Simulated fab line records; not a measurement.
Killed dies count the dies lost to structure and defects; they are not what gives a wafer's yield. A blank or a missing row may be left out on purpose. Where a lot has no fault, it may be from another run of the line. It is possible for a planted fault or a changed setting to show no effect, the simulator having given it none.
Comparing a struck lot with a sound one    flow sky130    15 steps out of a route of 708
Sound: wafers L906.2, L906.4, L906.6. Struck: wafers L896.3, L896.4, L896.5. At the end, the cause is stated.
Order at every step that has rows: each side's tool, ch and its chambers, its first start. Under that, the readings that differ: sound wafers    struck wafers    difference of the means    sigmas: that difference in standard deviations of wafers without a fault.
alike: words and numbers the same on both sides, and readings whose means are apart by under 2 such deviations; not compared: readings that were withheld, readings missing a value for some wafer, numbers with overlapping values and no deviation given by the record, and bounds like >300 which may hide the same value.
A row with sigmas, a row that says differs or no value, or rows on one side alone: a step with any of these is where the two part. Numbers that don't overlap but have no deviation are shown without sigmas and don't part them. Lack of a reading on every wafer of one side parts them only where that side has two or more wafers.

first, 2 steps without rows for these wafers: SKY_NWELL_IMPLANT_12; SKY_NWELL_IMPLANT_13.
SKY_NWELL_STRIP_14: strips in O2/N2.
  sound on plasma-asher-03 ch 0, day 8 03:13; struck on plasma-asher-03 ch 0,1, day 5 19:17
reading                       sound              struck             difference  sigmas
strip-time-to-endpoint-s (s)  36.07 36.13 36.20  36.00 35.95 35.89  -0.19       -2
  alike: drypump-motor-current-A, oes-product-au
  not compared: rf-hours-counter-h
SKY_NWELL_TW_MEAS_15:
  sound: film-metro-04 at day 8 03:19; struck: film-metro-04 at day 5 19:22
  alike: NWELL_TW
then, 7 steps without rows for these wafers: SKY_NWELL_DEHYDRATE_16 (time 60 s); SKY_NWELL_HMDS_17 (prime time 60 s); SKY_NWELL_COAT_18 (resist thk 3000 nm); SKY_NWELL_SOFTBAKE_19; SKY_NWELL_EXPOSE_20 (exposes mask NWM COMPLEMENT, target cd 840 nm); SKY_NWELL_PEB_21; SKY_NWELL_DEVELOP_22 (develop time 60 s).
SKY_NWELL_OVL_MEAS_23:
  sound: overlay-01 at day 9 00:11; struck: overlay-01 at day 6 14:02
  alike: NWELL_01_OVL
SKY_NWELL_IMPLANT_24:
  sound on implanter-04 ch 0, day 9 00:14; struck on implanter-03 ch 0, day 6 14:06
reading        sound                          struck                         difference  sigmas
dose-ions-cm2  9.194e+12 9.218e+12 9.206e+12  9.519e+12 9.525e+12 9.514e+12  +3.133e+11  +31
SKY_NWELL_STRIP_25: strips in O2/N2.
  sound on plasma-asher-04 ch 0,1, day 9 00:22; struck on plasma-asher-04 ch 0,1, day 6 14:14
  alike: drypump-motor-current-A, oes-product-au, strip-time-to-endpoint-s
  not compared: rf-hours-counter-h
-- the record jumps here: 40 days lie between the struck wafers' starts before and after (it left off in module NWELL and takes up again in module PAD_OPEN, whose first step shown is number 708 of the route) --
SKY_PAD_OPEN_PROBE_99:
  sound: prober-02 at day 49 06:05; struck: prober-01 at day 47 00:36
reading                                     sound           struck          difference  sigmas
model.etest.res-pwell-under-gate.rs-ohm-sq  2255 2258 2238  2226 2220 2230  -25         
  alike: killed_at_M0_to_M3, killed_at_M4_up, killed-at-contacts, killed-at-front-end, killed-at-other, killed-dies, killed-open, killed-short

## WHERE THEY PART
At SKY_NWELL_STRIP_14 first; at SKY_NWELL_IMPLANT_24 last (within this record only). Later steps at which nothing parts them and some readings are alike: SKY_NWELL_STRIP_25, SKY_PAD_OPEN_PROBE_99.

WHY: what had been put in by the simulator
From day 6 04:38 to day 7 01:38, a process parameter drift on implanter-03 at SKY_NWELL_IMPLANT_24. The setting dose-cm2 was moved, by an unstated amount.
